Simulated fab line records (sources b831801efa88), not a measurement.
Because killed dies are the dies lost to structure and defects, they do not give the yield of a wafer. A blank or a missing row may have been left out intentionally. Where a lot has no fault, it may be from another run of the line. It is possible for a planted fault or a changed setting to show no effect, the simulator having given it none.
fab line records | flow sfq_line
[record] lots = 14 wafers = 42 last_day = 87
route steps=325 shown I0@47
lots untouched by any fault: they come from a run of this same line in which no faults occurred
start_h: hours from the record's first day to the start of the lot's first wafer shown | wait_h: hours elapsed since this lot's preceding step | " repeats the value in the row above | L1.1+2: several wafers, shown together as one row | - no value present, or no start provided | * or withheld: withheld | < > ~ a bound
route shown NAME@n: names a module that has steps shown in the file, with the first one's number in the route | usual: the fault-free wafers' mean and standard deviation | same: alike in all rows | chamber/n: place in a boat | sites: readings site by site | _std_site: the values' standard deviation | _edge_site: mean of outer sites minus mean of inner sites | radius_mm: how far each site lies from the wafer's centre | mask NAME#n: copy n | behind: tool/chamber where the wafer was last shaped | hold: cause of the lot's hold/its duration in hours/its outcome | device: the transistor (n, p or np) that didn't switch | end of line: tests run on the same wafers once the route is complete | a step with no rows: only its recipe | killed: dies lost to structure and defects at the first sort, not the wafer's yield | map: a wafer's dies, x killed, . not, _ none there
set.NAME: the setting as run; set.NAME@STEP: as run at that earlier step | model.NAME: the simulator's own value behind a step, which no gauge read
the route's steps for a sample of lots (tables are steps, rows are wafers)
[[steps]]
[step SFQ_TRILAYER_I0_VIA_LITHO_COAT_036]
[recipe] resist = BARC spin_rpm = 3000 resist_thk_nm = 62
[usual] spin_speed_rpm = 2999.7/2.3
// columns lot.wafer tool chamber start_h wait_h spin_speed_rpm
L114.2 litho_track-01 0 277.09 0.8 3000.2
L114.4 " 0 " " 2999.8
L114.5 " 0 " " 2998.1
L115.3 litho_track-02 0 289.22 0.7 2997.6
L115.4 " 0 " " 3003.4
L115.5 " 0 " " 3003.5
L117.2 litho_track-02 0 307.26 0.8 3000.2
L117.5 " 0 " " 2995.9
L117.6 " 0 " " 2999.1
L118.3 litho_track-02 0 314.99 0.7 2996.9
L118.5 " 0 " " 2996.4
L118.6 " 0 " " 2994.8
L119.2 litho_track-01 0 323.94 0.8 3001.3
L119.4 " 0 " " 2999.4
L119.6 " 0 " " 2999.5
L124.2 litho_track-01 0 348.51 0.8 2998.3
L124.4 " 0 " " 3000.1
L124.6 " 0 " " 3003.1
L125.1 litho_track-03 0 356.68 1.0 3004.2
L125.3 " 0 " " 2998.7
L125.6 " 0 " " 2995.6
L127.1 litho_track-01 0 376.25 1.0 3002.0
L127.3 " 0 " " 3002.4
L127.4 " 0 " " 3000.4
L128.2 litho_track-03 0 393.73 0.8 3001.7
L128.3 " 0 " " 3000.2
L128.4 " 0 " " 3000.7
L130.2 litho_track-02 0 425.28 0.8 2998.3
L130.3 " 0 " " 3003.7
L130.6 " 0 " " 3001.6
L134.2 litho_track-01 0 460.83 0.8 2838.3
L134.3 " 0 " " 2840.7
L134.6 " 0 " " 2840.3
L135.1 litho_track-03 0 467.98 1.0 3001.4
L135.2 " 0 " " 2997.9
L135.3 " 0 " " 2997.7
L136.2 litho_track-01 0 477.63 0.8 2844.6
L136.5 " 0 " " 2840.8
L136.6 " 0 " " 2841.3
L137.3 litho_track-02 0 484.88 0.7 2999.1
L137.5 " 0 " " 2999.2
L137.6 " 0 " " 2997.1
[[key]]
[first_sign] step = SFQ_TRILAYER_I0_VIA_LITHO_COAT_036 reading = spin_speed_rpm direction = down sigmas = 69 usual = 2999.7 struck = 2841.0
effect none on later readings
met_at SFQ_TRILAYER_I0_VIA_LITHO_COAT_036
struck_lots L134,L136
onset_between 376.25 460.83
[fault] kind = process_parameter_drift tool = litho_track-01 chamber = - onset_h = 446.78 steps = SFQ_TRILAYER_I0_VIA_LITHO_COAT_036 channel = spin_rpm offset = -159.22 shape = step end_h = 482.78 acts_in = these_recipes_only stated = 3000
